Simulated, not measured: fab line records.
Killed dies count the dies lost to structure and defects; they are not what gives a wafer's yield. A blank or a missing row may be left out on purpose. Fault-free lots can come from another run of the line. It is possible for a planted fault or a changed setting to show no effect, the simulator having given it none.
fab line records + flow sky130
record:
- lots: 12
- wafers: 36
- last_day: 50
route steps=708 shown METAL2@484 VIA2@522 CAPM@540 PAD_OPEN@708
lots with no fault: from the same line, run without faults
start_h: start of the lot's first displayed wafer, in hours after the record's first day + wait_h: hours since the lot's step before + " unchanged from the row above + L1.1+2: a single row standing in for several wafers + - no value present, or no start provided + * or withheld: withheld + < > ~ a bound
route shown NAME@n: names a module that has steps shown in the file, with the first one's number in the route + usual: the fault-free wafers' mean and standard deviation + same: alike in all rows + chamber/n: place in a boat + sites: each site's reading + _std_site: standard deviation across them + _edge_site: inner sites' mean taken away from outer sites' mean + radius_mm: for every site, how far away it sits from the centre of the wafer + mask NAME#n: copy n + behind: the most recent tool/chamber to have shaped the wafer + hold: the reason the lot was held/the length of the hold in hours/how it ended + device: transistor that didn't switch, given as n, p or np + end of line: tests run on the same wafers once the route is complete + where a step has no rows: the recipe by itself + killed: count of dies lost to structure and defects at first sort (not the wafer's yield) + map: shows each die of a wafer: x if killed, . if not, _ if none is there
set.NAME: setting as actually run; set.NAME@STEP: the setting as run at that earlier step + model.NAME: the simulator's own value behind a step, which no gauge read
one table for each step of the route and one row for each wafer, over a sample of lots
services: from which hour (start_h, from the record's first day; less than 0 if before it) a tool's chamber was out of use, for how many hours, and why
== steps ==
step: SKY_METAL2_SPUTTER_01
recipe:
- material: TiN
- target_thk_nm: 20
- power_w: 6500
- time_s: 16.7
- chamber_pressure_pa: 0.4
usual:
- chamber_pressure_pa: 0.3999/0.00077
- throttle_valve_pct: 29.7/1.1
| lot.wafer | tool           | chamber | start_h | wait_h | chamber_pressure_pa | throttle_valve_pct |
|-----------|----------------|---------|---------|--------|---------------------|--------------------|
| L634.2    | pvd_sputter-02 | -       | 794.92  | 0.0    | 0.3996              | 28.9               |
| L634.4    | "              | -       | "       | "      | 0.3992              | 31.0               |
| L634.5    | "              | -       | "       | "      | 0.3997              | 31.1               |
| L635.1    | pvd_sputter-01 | -       | 805.14  | 0.0    | 0.3995              | 28.3               |
| L635.2    | "              | -       | "       | "      | 0.4007              | 29.3               |
| L635.4    | "              | -       | "       | "      | 0.4008              | 30.5               |
| L639.1    | pvd_sputter-02 | -       | 833.92  | 0.0    | 0.4004              | 31.2               |
| L639.3    | "              | -       | "       | "      | 0.4004              | 30.2               |
| L639.6    | "              | -       | "       | "      | 0.4008              | 28.7               |
| L641.1    | pvd_sputter-01 | -       | 847.92  | 0.0    | 0.3994              | 30.6               |
| L641.5    | "              | -       | "       | "      | 0.4005              | 28.3               |
| L641.6    | "              | -       | "       | "      | 0.4002              | 29.1               |
| L646.1    | pvd_sputter-01 | -       | 896.36  | 0.0    | 0.3993              | 28.4               |
| L646.3    | "              | -       | "       | "      | 0.4006              | 28.5               |
| L646.4    | "              | -       | "       | "      | 0.3994              | 30.7               |
| L649.1    | pvd_sputter-02 | -       | 911.12  | 0.0    | 0.4001              | 31.6               |
| L649.2    | "              | -       | "       | "      | 0.4000              | 30.3               |
| L649.3    | "              | -       | "       | "      | 0.4000              | 29.0               |
| L650.2    | pvd_sputter-03 | -       | 919.81  | 0.0    | 0.4006              | 29.9               |
| L650.5    | "              | -       | "       | "      | 0.4008              | 29.9               |
| L650.6    | "              | -       | "       | "      | 0.3993              | 29.8               |
| L651.2    | pvd_sputter-01 | -       | 932.75  | 0.0    | 0.3995              | 31.0               |
| L651.4    | "              | -       | "       | "      | 0.3997              | 28.3               |
| L651.6    | "              | -       | "       | "      | 0.4000              | 31.1               |
| L653.3    | pvd_sputter-03 | -       | 937.73  | 0.0    | 0.4003              | 30.5               |
| L653.4    | "              | -       | "       | "      | 0.3995              | 29.7               |
| L653.6    | "              | -       | "       | "      | 0.3984              | 29.7               |
| L654.1    | pvd_sputter-01 | -       | 940.08  | 0.0    | 0.4000              | 28.6               |
| L654.3    | "              | -       | "       | "      | 0.3995              | 30.6               |
| L654.4    | "              | -       | "       | "      | 0.3991              | 28.5               |
| L655.2    | pvd_sputter-01 | -       | 951.09  | 0.0    | 0.3996              | 28.4               |
| L655.3    | "              | -       | "       | "      | 0.4006              | 31.0               |
| L655.6    | "              | -       | "       | "      | 0.4009              | 29.3               |
| L657.1    | pvd_sputter-01 | -       | 969.37  | 0.0    | 0.3997              | 28.5               |
| L657.3    | "              | -       | "       | "      | 0.4005              | 30.5               |
| L657.4    | "              | -       | "       | "      | 0.3977              | 29.2               |
step: SKY_METAL2_THK_MEAS_06
recipe:
- thk_meas_gauge: xrf
- reads: AlCu_of_METAL2_SPUTTER_02
usual:
- METAL2_ALCU_THK: 250/3.1
| lot.wafer | tool          | chamber | start_h | wait_h | METAL2_ALCU_THK[nm] |
|-----------|---------------|---------|---------|--------|---------------------|
| L634.2    | film_metro-01 | -       | 795.17  | 0.1    | 252                 |
| L634.4    | "             | -       | "       | "      | 250                 |
| L634.5    | "             | -       | "       | "      | 252                 |
| L635.1    | film_metro-03 | -       | 805.37  | 0.1    | 252                 |
| L635.2    | "             | -       | "       | "      | 246                 |
| L635.4    | "             | -       | "       | "      | 249                 |
| L639.1    | film_metro-04 | -       | 834.15  | 0.1    | 247                 |
| L639.3    | "             | -       | "       | "      | 251                 |
| L639.6    | "             | -       | "       | "      | 251                 |
| L641.1    | film_metro-01 | -       | 848.16  | 0.1    | 254                 |
| L641.5    | "             | -       | "       | "      | 255                 |
| L641.6    | "             | -       | "       | "      | 250                 |
| L646.1    | film_metro-04 | -       | 896.59  | 0.1    | 251                 |
| L646.3    | "             | -       | "       | "      | 252                 |
| L646.4    | "             | -       | "       | "      | 253                 |
| L649.1    | film_metro-01 | -       | 911.36  | 0.1    | 248                 |
| L649.2    | "             | -       | "       | "      | 252                 |
| L649.3    | "             | -       | "       | "      | 251                 |
| L650.2    | film_metro-01 | -       | 920.06  | 0.1    | 253                 |
| L650.5    | "             | -       | "       | "      | 251                 |
| L650.6    | "             | -       | "       | "      | 254                 |
| L651.2    | film_metro-04 | -       | 932.99  | 0.1    | 253                 |
| L651.4    | "             | -       | "       | "      | 252                 |
| L651.6    | "             | -       | "       | "      | 252                 |
| L653.3    | film_metro-01 | -       | 937.99  | 0.1    | 250                 |
| L653.4    | "             | -       | "       | "      | 252                 |
| L653.6    | "             | -       | "       | "      | 247                 |
| L654.1    | film_metro-04 | -       | 940.32  | 0.1    | 249                 |
| L654.3    | "             | -       | "       | "      | 248                 |
| L654.4    | "             | -       | "       | "      | 251                 |
| L655.2    | film_metro-03 | -       | 951.34  | 0.1    | 249                 |
| L655.3    | "             | -       | "       | "      | 250                 |
| L655.6    | "             | -       | "       | "      | 248                 |
| L657.1    | film_metro-01 | -       | 969.61  | 0.1    | 252                 |
| L657.3    | "             | -       | "       | "      | 252                 |
| L657.4    | "             | -       | "       | "      | 249                 |
step: SKY_VIA2_ETCH_15
recipe:
- target: SiO2
- chemistry: C4F8/O2/Ar
- target_depth_nm: 546
- stop_on: TiN
- mask_material: KrF-thick
- source_w: 1500
- bias_w: 1200
- pressure_mtorr: 40
- c4f8_flow_sccm: withheld
- O2_flow_sccm: 6
- Ar_flow_sccm: 300
- time_s: 84
usual:
- bias_w: 1199/3.4
- oes_product_au: 0.940/0.0045
| lot.wafer | tool        | chamber | start_h | wait_h | bias_w | oes_product_au | rf_hours_counter_h |
|-----------|-------------|---------|---------|--------|--------|----------------|--------------------|
| L634.2    | rie_diel-02 | 2       | 848.33  | 0.0    | 1202   | 0.944          | 6                  |
| L634.4    | "           | 0       | "       | "      | 1195   | 0.940          | 19                 |
| L634.5    | "           | 1       | "       | "      | 1200   | 0.942          | -                  |
| L635.1    | rie_diel-03 | 3       | 859.53  | 0.0    | 1191   | 0.942          | 14                 |
| L635.2    | "           | 2       | "       | "      | 1199   | 0.946          | 8                  |
| L635.4    | "           | 0       | "       | "      | 1197   | 0.936          | 14                 |
| L639.1    | rie_diel-03 | 1       | 886.89  | 0.0    | 1254   | 0.947          | 15                 |
| L639.3    | "           | 3       | "       | "      | 1257   | 0.945          | 15                 |
| L639.6    | "           | 2       | "       | "      | 1254   | 0.940          | -                  |
| L641.1    | rie_diel-03 | 2       | 901.03  | 0.0    | 1262   | 0.942          | 9                  |
| L641.5    | "           | 0       | "       | "      | 1259   | 0.933          | -                  |
| L641.6    | "           | 1       | "       | "      | 1256   | 0.940          | -                  |
| L646.1    | rie_diel-02 | 2       | 949.09  | 0.0    | 1203   | 0.943          | 9                  |
| L646.3    | "           | 1       | "       | "      | 1198   | 0.938          | 19                 |
| L646.4    | "           | 0       | "       | "      | 1203   | 0.938          | 22                 |
| L649.1    | rie_diel-01 | 2       | 960.79  | 0.0    | 1202   | 0.948          | 8                  |
| L649.2    | "           | 1       | "       | "      | 1206   | 0.933          | 6                  |
| L649.3    | "           | 0       | "       | "      | 1199   | 0.942          | 7                  |
| L650.2    | rie_diel-01 | 3       | 969.68  | 0.0    | 1199   | 0.940          | 15                 |
| L650.5    | "           | 3       | "       | "      | 1196   | 0.930          | -                  |
| L650.6    | "           | 0       | "       | "      | 1204   | 0.931          | -                  |
| L651.2    | rie_diel-02 | 0       | 984.34  | 0.0    | 1200   | 0.942          | 22                 |
| L651.4    | "           | 2       | "       | "      | 1203   | 0.943          | 10                 |
| L651.6    | "           | 2       | "       | "      | 1198   | 0.936          | -                  |
| L653.3    | rie_diel-03 | 2       | 987.13  | 0.0    | 1195   | 0.940          | 12                 |
| L653.4    | "           | 0       | "       | "      | 1198   | 0.946          | 18                 |
| L653.6    | "           | 3       | "       | "      | 1195   | 0.951          | -                  |
| L654.1    | rie_diel-01 | 3       | 988.64  | 0.0    | 1197   | 0.941          | 16                 |
| L654.3    | "           | 1       | "       | "      | 1198   | 0.932          | 7                  |
| L654.4    | "           | 2       | "       | "      | 1199   | 0.940          | 8                  |
| L655.2    | rie_diel-02 | 0       | 1000.94 | 0.0    | 1196   | 0.941          | 23                 |
| L655.3    | "           | 2       | "       | "      | 1201   | 0.940          | 10                 |
| L655.6    | "           | 1       | "       | "      | 1199   | 0.939          | -                  |
| L657.1    | rie_diel-03 | 0       | 1018.69 | 0.0    | 1199   | 0.936          | 19                 |
| L657.3    | "           | 3       | "       | "      | 1200   | 0.936          | 20                 |
| L657.4    | "           | 2       | "       | "      | 1197   | 0.933          | 13                 |
step: SKY_CAPM_RS_MEAS_03
recipe:
- thk_meas_gauge: four-point-probe
- reads: TiN_of_CAPM_SPUTTER_02
usual:
- CAPM_TIN_RS: 6.94/0.077
| lot.wafer | tool          | chamber | start_h | wait_h | CAPM_TIN_RS[ohm/sq] |
|-----------|---------------|---------|---------|--------|---------------------|
| L634.2    | film_metro-03 | -       | 850.02  | 0.1    | 6.89                |
| L634.4    | "             | -       | "       | "      | 6.91                |
| L634.5    | "             | -       | "       | "      | 6.89                |
| L635.1    | film_metro-04 | -       | 861.35  | 0.1    | 7.17                |
| L635.2    | "             | -       | "       | "      | 7.15                |
| L635.4    | "             | -       | "       | "      | 7.15                |
| L639.1    | film_metro-02 | -       | 888.56  | 0.1    | 6.95                |
| L639.3    | "             | -       | "       | "      | 7.02                |
| L639.6    | "             | -       | "       | "      | 7.02                |
| L641.1    | film_metro-03 | -       | 902.71  | 0.1    | 7.00                |
| L641.5    | "             | -       | "       | "      | 7.01                |
| L641.6    | "             | -       | "       | "      | 6.96                |
| L646.1    | film_metro-03 | -       | 951.71  | 0.1    | 7.08                |
| L646.3    | "             | -       | "       | "      | 7.01                |
| L646.4    | "             | -       | "       | "      | 7.00                |
| L649.1    | film_metro-03 | -       | 962.50  | 0.1    | 6.95                |
| L649.2    | "             | -       | "       | "      | 6.88                |
| L649.3    | "             | -       | "       | "      | 6.91                |
| L650.2    | film_metro-02 | -       | 971.73  | 0.1    | 6.87                |
| L650.5    | "             | -       | "       | "      | 6.91                |
| L650.6    | "             | -       | "       | "      | 6.87                |
| L651.2    | film_metro-03 | -       | 986.08  | 0.1    | 6.93                |
| L651.4    | "             | -       | "       | "      | 6.94                |
| L651.6    | "             | -       | "       | "      | 6.94                |
| L653.3    | film_metro-04 | -       | 988.93  | 0.1    | 6.86                |
| L653.4    | "             | -       | "       | "      | 6.84                |
| L653.6    | "             | -       | "       | "      | 6.89                |
| L654.1    | film_metro-03 | -       | 990.37  | 0.1    | 7.02                |
| L654.3    | "             | -       | "       | "      | 6.99                |
| L654.4    | "             | -       | "       | "      | 6.98                |
| L655.2    | film_metro-03 | -       | 1003.43 | 0.1    | 6.92                |
| L655.3    | "             | -       | "       | "      | 6.95                |
| L655.6    | "             | -       | "       | "      | 6.92                |
| L657.1    | film_metro-04 | -       | 1020.36 | 0.1    | 6.91                |
| L657.3    | "             | -       | "       | "      | 6.90                |
| L657.4    | "             | -       | "       | "      | 6.88                |
step: SKY_PAD_OPEN_PROBE_99
usual:
- defect_limited_yield: 82.9/2
- killed_at_M0_to_M3: 42/7.6
- killed_at_M4_up: 2.9/1.7
- killed_at_contacts: 24/5.1
- killed_at_front_end: 15/4
- killed_at_other: 0.2/0.38
- killed_dies: 84/9.9
- killed_open: 46/7.2
- killed_short: 38/6.6
- sort_bin_3_pad_short: 0.9/0.38
- sort_bin_5_function: 10.2/1.5
- sort_bin_6_memory: 6.0/1
- sort_n_pass: 408/9.9
- sort_yield_pct: 82.9/2
same:
- gross_dies: 492
- killed_at_back_side: 0
- sort_bin_4_leakage[%]: 0
- sort_bin_8_speed[%]: 0
| lot.wafer | tool      | chamber | start_h | wait_h | defect_limited_yield[%] | killed_at_M0_to_M3 | killed_at_M4_up | killed_at_contacts | killed_at_front_end | killed_at_other | killed_dies | killed_open | killed_short | sort_bin_3_pad_short[%] | sort_bin_5_function[%] | sort_bin_6_memory[%] | sort_n_pass | sort_yield_pct[%] |
|-----------|-----------|---------|---------|--------|-------------------------|--------------------|-----------------|--------------------|---------------------|-----------------|-------------|-------------|--------------|-------------------------|------------------------|----------------------|-------------|-------------------|
| L646.1    | prober-02 | -       | 1155.95 | 0.1    | 76.8                    | 58                 | 7               | 27                 | 22                  | 0               | 114         | 65          | 49           | 1.8                     | 14.6                   | 6.7                  | 378         | 76.8              |
| L646.3    | prober-02 | -       | 1156.05 | 0.2    | 85.8                    | 30                 | 4               | 24                 | 12                  | 0               | 70          | 35          | 35           | 0.4                     | 8.5                    | 5.3                  | 422         | 85.8              |
| L646.4    | prober-02 | -       | 1156.10 | 0.2    | 85.2                    | 32                 | 1               | 21                 | 19                  | 0               | 73          | 47          | 26           | 0.6                     | 8.7                    | 5.5                  | 419         | 85.2              |
killed by level:class
L646.1 VIA1:geometric_particle:open=12 CONTACT:geometric_particle:open=11 VIA2:geometric_particle:open=10 VIA3:geometric_particle:open=10 LI_CONTACT:geometric_particle:open=6 POLY_GATE:geometric_particle:short=5 CONTACT:geometric_particle:short=5 METAL1:geometric_particle:short=5
L646.3 VIA1:geometric_particle:open=10 CONTACT:geometric_particle:short=8 CONTACT:geometric_particle:open=8 VIA3:geometric_particle:open=5 POLY_GATE:geometric_particle:short=4 METAL2:geometric_particle:short=4 METAL4:geometric_particle:short=4 FIELD_ISO:geometric_particle:short=3
L646.4 CONTACT:geometric_particle:open=10 VIA1:geometric_particle:open=10 FIELD_ISO:geometric_particle:open=5 METAL1:geometric_particle:short=5 VIA3:geometric_particle:open=5 LI_CONTACT:geometric_particle:open=4 LOCAL_INTERCONNECT:geometric_particle:short=4 POLY_GATE:geometric_particle:open=3
== services ==
| tool           | chamber | start_h | hours | kind   |
|----------------|---------|---------|-------|--------|
| pvd_sputter-02 | -       | 785.77  | 3.3   | repair |
| pvd_sputter-02 | -       | 788.76  | 2.8   | repair |
| rie_diel-02    | 3       | 793.05  | 4.7   | repair |
| pvd_sputter-01 | -       | 794.86  | 1.2   | repair |
| rie_diel-03    | 1       | 795.40  | 7.5   | repair |
| rie_diel-01    | 3       | 818.35  | 7.0   | repair |
| rie_diel-01    | -       | 846.16  | 13.5  | repair |
| rie_diel-03    | -       | 846.57  | 0.5   | repair |
| rie_diel-02    | 0       | 866.96  | 3.0   | repair |
| pvd_sputter-03 | -       | 879.41  | 2.4   | repair |
| pvd_sputter-03 | -       | 914.68  | 2.8   | repair |
| pvd_sputter-03 | -       | 917.05  | 0.6   | repair |
| rie_diel-01    | 2       | 917.06  | 14.8  | repair |
| pvd_sputter-02 | -       | 952.40  | 1.0   | repair |
| pvd_sputter-03 | -       | 985.56  | 0.9   | repair |
| rie_diel-03    | -       | 987.54  | 0.5   | repair |
| rie_diel-01    | 3       | 1003.60 | 9.6   | repair |
| rie_diel-03    | 1       | 1004.63 | 4.9   | repair |
| rie_diel-02    | 2       | 1013.54 | 2.4   | repair |
== key ==
first_sign:
- step: SKY_VIA2_ETCH_15
- reading: bias_w
- direction: up
- sigmas: 17
- usual: 1199
- struck: 1257
effect none on later readings
met_at SKY_VIA2_ETCH_15
struck_lots L639,L641
not_acting_at SKY_METAL2_SPUTTER_01,SKY_METAL2_THK_MEAS_06,SKY_CAPM_RS_MEAS_03
onset_between 859.53 886.89
fault:
- kind: process_parameter_drift
- tool: rie_diel-03
- chamber: -
- onset_h: 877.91
- steps: SKY_VIA2_ETCH_15
- channel: bias_w
- offset: 56.504
- shape: step
- end_h: 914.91
- acts_in: these_recipes_only
- stated: 1200
